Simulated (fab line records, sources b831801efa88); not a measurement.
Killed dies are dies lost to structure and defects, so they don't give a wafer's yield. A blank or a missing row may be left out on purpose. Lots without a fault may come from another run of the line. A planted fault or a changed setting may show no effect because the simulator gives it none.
Which tool did it? | flow gf180mcu | 13 lots, 39 wafers sampled, at 5 steps of a route of 602

WHAT THE GAUGES READ, wafer by wafer
GF_PSD_OVL_MEAS_08.
lot  | measured     | on         | PSD_OVL (nm)
L736 | day 14 13:31 | overlay-01 | 0.0 -1.8 -0.2
L738 | day 15 03:54 | overlay-02 | 3.6 2.7 2.6
L741 | day 16 03:46 | overlay-01 | 1.3 0.0 -1.1
L744 | day 17 00:14 | overlay-02 | -122.7 -122.9 -122.7
L747 | day 18 00:09 | overlay-02 | -121.3 -121.6 -122.3
L749 | day 19 01:02 | overlay-01 | -1.1 0.2 0.7
L750 | day 19 05:30 | overlay-01 | 3.1 3.7 5.1
L751 | day 19 14:22 | overlay-01 | 0.4 2.3 2.1
L752 | day 19 18:58 | overlay-02 | 4.4 3.2 3.6
L754 | day 20 13:37 | overlay-01 | 3.9 1.3 1.9
L755 | day 20 23:39 | overlay-01 | 1.5 3.2 3.7
L757 | day 21 14:49 | overlay-02 | 2.1 2.1 2.6
L758 | day 22 01:12 | overlay-01 | 1.4 0.7 0.7

GF_M1_RS_MEAS_05: measures by four-point-probe.
lot  | measured     | on            | M1_ALCU_RS (ohm/sq)
L736 | day 16 12:54 | film_metro-04 | 0.0680 0.0689 0.0678
L738 | day 17 03:28 | film_metro-04 | 0.0687 0.0688 0.0688
L741 | day 18 05:40 | film_metro-02 | 0.0701 0.0698 0.0699
L744 | day 19 02:27 | film_metro-04 | 0.0694 0.0695 0.0701
L747 | day 20 03:41 | film_metro-01 | 0.0688 0.0686 0.0687
L749 | day 21 04:50 | film_metro-04 | 0.0697 0.0691 0.0693
L750 | day 21 09:35 | film_metro-04 | 0.0698 0.0700 0.0695
L751 | day 21 17:40 | film_metro-02 | 0.0695 0.0681 0.0701
L752 | day 21 22:38 | film_metro-04 | 0.0695 0.0682 0.0675
L754 | day 22 16:34 | film_metro-04 | 0.0700 0.0696 0.0707
L755 | day 23 02:07 | film_metro-02 | 0.0705 0.0703 0.0696
L757 | day 23 16:05 | film_metro-02 | 0.0690 0.0693 0.0695
L758 | day 24 02:19 | film_metro-02 | 0.0691 0.0683 0.0697

GF_V1_OVL_MEAS_15.
lot  | measured     | on         | V1_OVL (nm)
L736 | day 18 12:02 | overlay-01 | 5 5 6
L738 | day 19 04:33 | overlay-02 | 3 2 3
L741 | day 20 08:35 | overlay-02 | 4 -1 1
L744 | day 21 03:46 | overlay-01 | 9 4 7
L747 | day 22 04:05 | overlay-02 | 1 8 6
L749 | day 23 04:41 | overlay-02 | -4 3 -1
L750 | day 23 08:56 | overlay-02 | 11 11 10
L751 | day 23 17:16 | overlay-02 | 7 9 -8
L752 | day 23 21:52 | overlay-01 | 0 -1 -3
L754 | day 24 15:45 | overlay-02 | 2 0 4
L755 | day 24 23:11 | overlay-02 | 2 -5 1
L757 | day 25 13:08 | overlay-02 | 2 -5 -3
L758 | day 25 23:14 | overlay-01 | 7 3 6

WHICH TOOL RAN EACH LOT (tool, then ch and the chambers of the sampled wafers, then the start)
lot  | GF_PSD_EXPOSE_04                    | GF_CONTACT_STRIP_18
L736 | iline_stepper-02 ch 0, day 14 03:42 | plasma_asher-01 ch 0,1, day 16 11:42
L738 | iline_stepper-01 ch 0, day 14 17:04 | plasma_asher-03 ch 0,1, day 17 02:08
L741 | iline_stepper-01 ch 0, day 15 16:36 | plasma_asher-01 ch 0,1, day 18 04:28
L744 | iline_stepper-02 ch 0, day 16 12:33 | plasma_asher-03 ch 0,1, day 19 01:14
L747 | iline_stepper-02 ch 0, day 17 12:25 | plasma_asher-01 ch 0,1, day 20 02:22
L749 | iline_stepper-01 ch 0, day 18 12:48 | plasma_asher-01 ch 0,1, day 21 03:37
L750 | iline_stepper-01 ch 0, day 18 17:01 | plasma_asher-03 ch 0,1, day 21 08:22
L751 | iline_stepper-01 ch 0, day 19 02:24 | plasma_asher-03 ch 0,1, day 21 16:27
L752 | iline_stepper-01 ch 0, day 19 06:48 | plasma_asher-03 ch 0,1, day 21 21:20
L754 | iline_stepper-01 ch 0, day 20 01:52 | plasma_asher-01 ch 0,1, day 22 15:13
L755 | iline_stepper-01 ch 0, day 20 11:49 | plasma_asher-03 ch 0,1, day 23 00:43
L757 | iline_stepper-01 ch 0, day 21 02:52 | plasma_asher-01 ch 0,1, day 23 14:53
L758 | iline_stepper-01 ch 0, day 21 13:31 | plasma_asher-02 ch 1, day 24 00:59
- GF_PSD_EXPOSE_04: exposes mask Pplus, target cd 400 nm.
- GF_CONTACT_STRIP_18: strips in O2/N2.

WHAT THE TOOLS THEMSELVES READ (means of the sampled wafers that have a number; where no wafer has one, the mark that the record gives instead)
GF_PSD_EXPOSE_04.
lot  | tool             | exposure_dose_mJ_cm2
L736 | iline_stepper-02 | 139.91
L738 | iline_stepper-01 | 139.96
L741 | iline_stepper-01 | 139.97
L744 | iline_stepper-02 | 140.02
L747 | iline_stepper-02 | 139.78
L749 | iline_stepper-01 | 139.73
L750 | iline_stepper-01 | 140.00
L751 | iline_stepper-01 | 139.96
L752 | iline_stepper-01 | 139.88
L754 | iline_stepper-01 | 140.02
L755 | iline_stepper-01 | 139.95
L757 | iline_stepper-01 | 139.97
L758 | iline_stepper-01 | 139.87

GF_CONTACT_STRIP_18.
lot  | tool            | drypump_motor_current_A (A) | heater_power_w (W) | oes_product_au (a.u.)
L736 | plasma_asher-01 | 5.9                         | 342                | 0.574
L738 | plasma_asher-03 | 5.6                         | 297                | 0.581
L741 | plasma_asher-01 | 6.1                         | 360                | 0.576
L744 | plasma_asher-03 | 5.6                         | 293                | 0.579
L747 | plasma_asher-01 | 5.9                         | 341                | 0.575
L749 | plasma_asher-01 | 5.9                         | 337                | 0.580
L750 | plasma_asher-03 | 5.6                         | 299                | 0.576
L751 | plasma_asher-03 | 5.6                         | 310                | 0.580
L752 | plasma_asher-03 | 5.6                         | 310                | 0.576
L754 | plasma_asher-01 | 6.1                         | 350                | 0.578
L755 | plasma_asher-03 | 5.6                         | 298                | 0.578
L757 | plasma_asher-01 | 6.1                         | 354                | 0.579
L758 | plasma_asher-02 | 5.8                         | 328                | 0.579

THE ANSWER, worked out from the rows above alone
Rule: what is usual is taken from the lots themselves. Put in order of their means at a reading, lots are off if they are a third of the lots or fewer, leave a main group of 4 or more, and stand apart from it by a gap of 3 or more times the standard deviation of the main group's means; of several such gaps the widest counts. A main group whose means are all the same, to the digits that the tables above print for the reading, isn't used. A lot without any number at a reading at which 4 lots or more have one is off too. The other lots that the step has rows for count as sound. The gauges are gone through in route order, then the tools' own readings, and for those a lot's mean is taken as printed above. The first step at which some lot is off is used, and at that step the reading that is off furthest; a lot without a number counts as furthest.
Off: L744, L747, at GF_PSD_OVL_MEAS_08 (PSD_OVL). The main group: mean 1.8 nm, standard deviation 1.5.
A tool fits if, at a process step before that reading, it ran every lot that is off, and no sound lot after the first of them. The gauges at GF_PSD_OVL_MEAS_08 are tried like those tools. One fits: iline_stepper-02 at GF_PSD_EXPOSE_04. Its last sound lot is L736 (day 14 03:42), its first lot that is off L744 (day 16 12:33): a fault that began between those two fits.

WHAT THE SIMULATOR HAD PUT IN
Scanner matching overlay: iline_stepper-02, from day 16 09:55 on, at GF_PSD_EXPOSE_04. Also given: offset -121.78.
Lots struck among those shown: L744, L747. The rule above found the same.
